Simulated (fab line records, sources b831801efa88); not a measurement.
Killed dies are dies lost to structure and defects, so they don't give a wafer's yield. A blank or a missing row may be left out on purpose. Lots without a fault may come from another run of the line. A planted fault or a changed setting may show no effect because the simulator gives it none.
Which tool did it? | flow gf180mcu | 6 lots, 18 wafers sampled, at 3 steps of a route of 602

WHAT THE GAUGES READ, wafer by wafer
GF_VT_IMPLANT_TW_MEAS_21.
lot  | measured     | on            | VT_IMPLANT_2_TW
L492 | day 6 19:13  | film_metro-04 | 1230 1234 1237
L501 | day 9 02:49  | film_metro-02 | 30 30 30
L505 | day 10 06:40 | film_metro-04 | 1236 1234 1245
L507 | day 10 17:28 | film_metro-02 | 1207 1213 1212
L509 | day 11 06:21 | film_metro-03 | 1211 1212 1210
L513 | day 12 06:01 | film_metro-03 | 1222 1218 1219

WHICH TOOL RAN EACH LOT (tool, then ch and the chambers of the sampled wafers, then the start)
lot  | GF_VT_IMPLANT_STRIP_09               | GF_VT_IMPLANT_STRIP_20
L492 | plasma_asher-04 ch 0,1, day 6 03:51  | plasma_asher-03 ch 0,1, day 6 19:07
L501 | plasma_asher-04 ch 0,1, day 8 10:38  | plasma_asher-04 ch 0,1, day 9 02:44
L505 | plasma_asher-03 ch 0,1, day 9 13:40  | plasma_asher-01 ch 0, day 10 06:34
L507 | plasma_asher-03 ch 0,1, day 9 23:28  | plasma_asher-01 ch 0,1, day 10 17:22
L509 | plasma_asher-01 ch 0,1, day 10 11:34 | plasma_asher-03 ch 1, day 11 06:14
L513 | plasma_asher-03 ch 0,1, day 11 11:28 | plasma_asher-01 ch 1, day 12 05:55
- GF_VT_IMPLANT_STRIP_09: strips in O2/N2.
- GF_VT_IMPLANT_STRIP_20: strips in O2/N2.

THE ANSWER, worked out from the rows above alone
Rule: what is usual is taken from the lots themselves. Put in order of their means at a reading, lots are off if they are a third of the lots or fewer, leave a main group of 4 or more, and stand apart from it by a gap of 3 or more times the standard deviation of the main group's means; of several such gaps the widest counts. A main group whose means are all the same, to the digits that the tables above print for the reading, isn't used. A lot without any number at a reading at which 4 lots or more have one is off too. The other lots that the step has rows for count as sound.
Off: L501, at GF_VT_IMPLANT_TW_MEAS_21 (VT_IMPLANT_2_TW). The main group: mean 1223, standard deviation 11.
A tool fits if, at a process step before that reading, it ran every lot that is off, and no sound lot after the first of them. The gauges at GF_VT_IMPLANT_TW_MEAS_21 are tried like those tools. One fits: plasma_asher-04 at GF_VT_IMPLANT_STRIP_09 and GF_VT_IMPLANT_STRIP_20. At GF_VT_IMPLANT_STRIP_09 its last sound lot is L492 (day 6 03:51), its first lot that is off L501 (day 8 10:38): a fault that began between those two fits.

WHAT THE SIMULATOR HAD PUT IN
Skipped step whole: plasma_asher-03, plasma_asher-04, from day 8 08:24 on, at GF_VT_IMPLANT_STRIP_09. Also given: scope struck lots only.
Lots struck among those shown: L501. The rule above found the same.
